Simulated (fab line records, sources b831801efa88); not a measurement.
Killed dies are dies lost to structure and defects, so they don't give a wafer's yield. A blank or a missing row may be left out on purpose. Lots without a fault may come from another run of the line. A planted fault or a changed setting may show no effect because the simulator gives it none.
Problem report in the 8D (eight disciplines) form, filled by code | flow sky130 | the parts of the form that need people (team, actions taken, sign-off) are left out

1. THE PROBLEM
run_length_s at SKY_FIELD_ISO_ETCH_17 reads a mean of 118.8 s on 2 wafers of 2 lots; wafers without a fault read 126.3 s with a standard deviation of 0.61. That is -12 standard deviations from the usual mean.
The step: etches Si in HBr/Cl2/O2, target depth 342 nm, time 97.7 s.
First seen on wafer L850.3, day 6 02:07, on rie_si-01. The record holds 42 wafers of 14 lots with a number at this step. Rule for "out", or "out of limits": more than 4 standard deviations from the usual mean. The other wafers with a number count as sound.

2. WHAT IT IS AND WHAT IT IS NOT
question                    | is               | is not
which readings at this step | run_length_s     | drypump_motor_current_A, oes_product_au, throttle_valve_pct
which lots                  | L850, L854       | L834, L835, L836, L837, L839, L840, L841, L844, L845, L847, L848, L849
which wafers of those lots  | L850.3, L854.2   | L850.4, L850.5, L854.3, L854.5
read on which tools         | rie_si-01        | rie_si-02
when                        | from day 6 02:07 | up to then (38 sound wafers); but 2 sound wafers of L854 came after

3. SUSPECTS, AND WHAT RULES EACH OUT
Counting: a tool at a process step up to the reading stays a suspect if it ran every lot that is out. Sound lots after the first of them don't rule it out here, since some wafers of a struck lot are sound.
- rie_si-01 at SKY_FIELD_ISO_ETCH_17 (etches Si in HBr/Cl2/O2, target depth 342 nm, time 97.7 s): kept. It ran every lot that is out, first L850 (day 6 02:07); its last sound lot up to then is L848 (day 5 18:49). Its own readings are out on those wafers: run_length_s.
- Within rie_si-01 at SKY_FIELD_ISO_ETCH_17: the wafers that are out ran in chamber 0; their sound lot-mates ran in chambers 2, 3.
Left after counting: rie_si-01 at SKY_FIELD_ISO_ETCH_17.

4. THE CAUSE (what the simulator had put in)
Process parameter drift: rie_si-01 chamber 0, from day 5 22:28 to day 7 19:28, at SKY_FIELD_ISO_ETCH_17. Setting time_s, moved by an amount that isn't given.
Counting left only this tool.

5. THE CHAIN OF EFFECTS, in route order
Each row: a reading whose mean over the struck wafers that have a number lies more than 3 standard deviations from the usual. Only readings for which the record gives a usual standard deviation are gone through. hours: the time from each lot's start at the first step in this table that gives one to its start at this step, as a median over the lots. sigmas: the change in usual standard deviations.
hours | step                  | reading      | usual   | on struck wafers | change | sigmas
0     | SKY_FIELD_ISO_ETCH_17 | run_length_s | 126.3 s | 118.8            | -7.5   | -12
The process steps in it:
- SKY_FIELD_ISO_ETCH_17: etches Si in HBr/Cl2/O2, target depth 342 nm, time 97.7 s.
Later measuring or inspecting steps at which every struck wafer that the step has a row for has a number for every such reading, and none has moved that far: SKY_NWELL_OVL_MEAS_10.

6. WHAT WOULD HAVE CAUGHT IT SOONER
In this record the first reading out of limits was taken at day 6 02:07, 4 hours after the fault began at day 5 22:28.
